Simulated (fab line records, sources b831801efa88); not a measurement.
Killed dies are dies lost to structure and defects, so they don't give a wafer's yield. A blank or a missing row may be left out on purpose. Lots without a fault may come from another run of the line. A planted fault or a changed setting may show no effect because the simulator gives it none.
Problem report in the 8D (eight disciplines) form, filled by code | flow gf180mcu | the parts of the form that need people (team, actions taken, sign-off) are left out

1. THE PROBLEM
PASSIVATION_CVD_02_THK at GF_PASSIVATION_THK_MEAS_03 reads a mean of 589 nm on 6 wafers of 2 lots; wafers without a fault read 698 nm with a standard deviation of 9.6. That is -11 standard deviations from the usual mean.
First seen on wafer L797.1, day 31 13:28, on film_metro-01. The record holds 33 wafers of 11 lots with a number at this step. Rule for "out", or "out of limits": more than 4 standard deviations from the usual mean. The other wafers with a number count as sound.

2. WHAT IT IS AND WHAT IT IS NOT
question                    | is                     | is not
which readings at this step | PASSIVATION_CVD_02_THK | -
which lots                  | L797, L799             | L786, L787, L790, L791, L792, L796, L806, L807, L808
which wafers of those lots  | all that have a number | -
read on which gauges        | film_metro-01          | film_metro-03, film_metro-04
when                        | from day 31 13:28      | up to then (18 sound wafers); but 9 sound wafers of L806, L807, L808 came after

3. SUSPECTS, AND WHAT RULES EACH OUT
Counting: a tool at a process step up to the reading stays a suspect if it ran every lot that is out and no sound lot after the first of them.
- the gauge at GF_PASSIVATION_THK_MEAS_03: ruled out. All the wafers that are out were read on film_metro-01, but those of them that GF_PASSIVATION_CVD_02 has rows for are out there too, on other tools.
- cmp-01 at GF_V2_CMP_26 (polishes, stops on SiO2, t overpolish 15 s, target thk 0 nm): kept. It ran every lot that is out, first L797 (day 24 15:34), and no sound lot after that; its last sound lot up to then is L796 (day 24 11:44).
- rie_metal-01 at GF_M3_METAL_ETCH_16 (etches the open film in Cl2/BCl3, stops on SiO2, target depth 627.5 nm, time 104.6 s): ruled out as a lasting fault. Sound lots L806, L807 ran on it after its first lot that is out, L797 (day 25 11:01).
- pecvd-03 at GF_PASSIVATION_CVD_02 (deposits Si3N4, target thk 700 nm, time 486.18 s): kept. It ran every lot that is out, first L797 (day 31 13:10), and no sound lot after that; its last sound lot up to then is L791 (day 29 21:44). Its own readings are out on those wafers: rf_fwd_power_W.
Left after counting: cmp-01 at GF_V2_CMP_26, pecvd-03 at GF_PASSIVATION_CVD_02.

4. THE CAUSE (what the simulator had put in)
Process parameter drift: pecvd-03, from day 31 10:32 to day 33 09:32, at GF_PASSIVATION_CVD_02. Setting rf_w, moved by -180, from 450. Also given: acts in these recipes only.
Counting left 2 suspects, and this tool is among them.

5. THE CHAIN OF EFFECTS, in route order
Each row: a reading whose mean over the struck wafers that have a number lies more than 3 standard deviations from the usual. Only readings for which the record gives a usual standard deviation are gone through. hours: the time from each lot's start at the first step in this table that gives one to its start at this step, as a median over the lots. sigmas: the change in usual standard deviations.
hours | step                       | reading                | usual      | on struck wafers | change | sigmas
0     | GF_PASSIVATION_CVD_02      | rf_fwd_power_W         | 449.6 W    | 269.7            | -179.9 | -99 or more
0     | GF_PASSIVATION_THK_MEAS_03 | PASSIVATION_CVD_02_THK | 698 nm     | 589              | -109   | -11
17    | GF_PASSIVATION_ETCH_11     | oes_product_au         | 0.961 a.u. | 0.922            | -0.039 | -5.1
The process steps in it:
- GF_PASSIVATION_CVD_02: deposits Si3N4, target thk 700 nm, time 486.18 s.
- GF_PASSIVATION_ETCH_11: etches the open film in CF4/O2, stops on TiN, target depth 1800 nm, time 400 s.

6. WHAT WOULD HAVE CAUGHT IT SOONER
In this record the first reading out of limits at a measuring or inspecting step was taken at day 31 13:28, 3 hours after the fault began at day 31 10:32.
The tool's own readings at GF_PASSIVATION_CVD_02 were out on every struck wafer that the step has a row for (rf_fwd_power_W): an alarm limit on them would have fired on the first of those.
Of the lots that are out (2), L799 began GF_PASSIVATION_CVD_02 on pecvd-03 after day 31 13:28. A hold on the tool at that time would have spared it.
